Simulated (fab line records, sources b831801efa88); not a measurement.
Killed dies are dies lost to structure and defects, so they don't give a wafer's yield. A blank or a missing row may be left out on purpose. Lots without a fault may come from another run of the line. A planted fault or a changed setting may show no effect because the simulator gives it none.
Which tool did it? | flow sky130 | 12 lots, 36 wafers sampled, at 2 steps of a route of 708

WHAT THE GAUGES READ, wafer by wafer
The record holds no reading of a measuring or inspecting step that can be judged against a usual standard deviation.

WHICH TOOL RAN EACH LOT (tool, then ch and the chambers of the sampled wafers, then the start)
lot  | SKY_METAL1_DEVELOP_14             | SKY_PAD_OPEN_PROBE_99
L319 | litho_track-04 ch 0, day 32 02:00 | -
L320 | litho_track-02 ch 0, day 32 12:00 | -
L321 | litho_track-02 ch 0, day 33 01:00 | prober-01, day 45 17:05
L322 | litho_track-02 ch 0, day 33 07:00 | prober-02, day 45 20:10
L323 | litho_track-04 ch 0, day 33 17:00 | prober-01, day 46 04:13
L330 | litho_track-04 ch 0, day 36 19:00 | prober-02, day 48 11:19
L331 | litho_track-04 ch 0, day 36 21:00 | -
L335 | litho_track-02 ch 0, day 38 01:00 | -
L338 | litho_track-02 ch 0, day 38 17:00 | -
L340 | litho_track-04 ch 0, day 39 12:00 | -
L341 | litho_track-02 ch 0, day 39 13:00 | -
L342 | litho_track-02 ch 0, day 39 15:00 | prober-02, day 50 12:38
- SKY_METAL1_DEVELOP_14: develop time 60 s.
- SKY_PAD_OPEN_PROBE_99

WHAT THE TOOLS THEMSELVES READ (means of the sampled wafers that have a number; where no wafer has one, the mark that the record gives instead)
SKY_METAL1_DEVELOP_14.
lot  | tool           | developer_temp_C (C)
L319 | litho_track-04 | 20.93
L320 | litho_track-02 | 21.00
L321 | litho_track-02 | 20.96
L322 | litho_track-02 | 20.86
L323 | litho_track-04 | 21.00
L330 | litho_track-04 | 20.11
L331 | litho_track-04 | 20.22
L335 | litho_track-02 | 21.15
L338 | litho_track-02 | 21.12
L340 | litho_track-04 | 20.86
L341 | litho_track-02 | 20.87
L342 | litho_track-02 | 20.95

SKY_PAD_OPEN_PROBE_99.
lot  | tool      | defect_limited_yield (%) | killed_at_M0_to_M3 | killed_at_M4_up | killed_at_contacts | killed_at_front_end | killed_at_other | killed_dies | killed_on_rim | killed_open | killed_short | sort_bin_3_pad_short (%) | sort_bin_5_function (%) | sort_bin_6_memory (%) | sort_n_pass | sort_yield_pct (%)
L321 | prober-01 | 80.5                     | 58                 | 3.0             | 23                 | 12                  | 0.3             | 96          | 22            | 57          | 39           | 1.1                      | 11.5                    | 6.8                   | 396         | 80.5
L322 | prober-02 | 82.6                     | 37                 | 1.7             | 24                 | 22                  | 1.0             | 85          | 17            | 47          | 38           | 0.5                      | 11.3                    | 5.6                   | 407         | 82.6
L323 | prober-01 | 81.3                     | 45                 | 4.7             | 26                 | 17                  | 0.0             | 92          | 23            | 46          | 46           | 1.3                      | 10.9                    | 6.5                   | 400         | 81.3
L330 | prober-02 | 82.2                     | 46                 | 3.0             | 21                 | 17                  | 0.3             | 88          | 17            | 49          | 38           | 1.4                      | 9.4                     | 7.0                   | 404         | 82.2
L342 | prober-02 | 82.8                     | 42                 | 3.7             | 23                 | 16                  | 0.0             | 84          | 17            | 50          | 34           | 1.0                      | 10.4                    | 5.8                   | 408         | 82.8

THE ANSWER, worked out from the rows above alone
Rule: what is usual is taken from the lots themselves. Put in order of their means at a reading, lots are off if they are a third of the lots or fewer, leave a main group of 4 or more, and stand apart from it by a gap of 3 or more times the standard deviation of the main group's means; of several such gaps the widest counts. A main group whose means are all the same, to the digits that the tables above print for the reading, isn't used. A lot without any number at a reading at which 4 lots or more have one is off too. The other lots that the step has rows for count as sound. The gauges are gone through in route order, then the tools' own readings, and for those a lot's mean is taken as printed above. The first step at which some lot is off is used, and at that step the reading that is off furthest; a lot without a number counts as furthest.
Off: L330, L331, at SKY_METAL1_DEVELOP_14 (developer_temp_C). The main group: mean 20.97 C, standard deviation 0.096.
A tool fits if, at that step or a process step before it, it ran every lot that is off, and no sound lot after the first of them. None of those tried fits.

WHAT THE SIMULATOR HAD PUT IN
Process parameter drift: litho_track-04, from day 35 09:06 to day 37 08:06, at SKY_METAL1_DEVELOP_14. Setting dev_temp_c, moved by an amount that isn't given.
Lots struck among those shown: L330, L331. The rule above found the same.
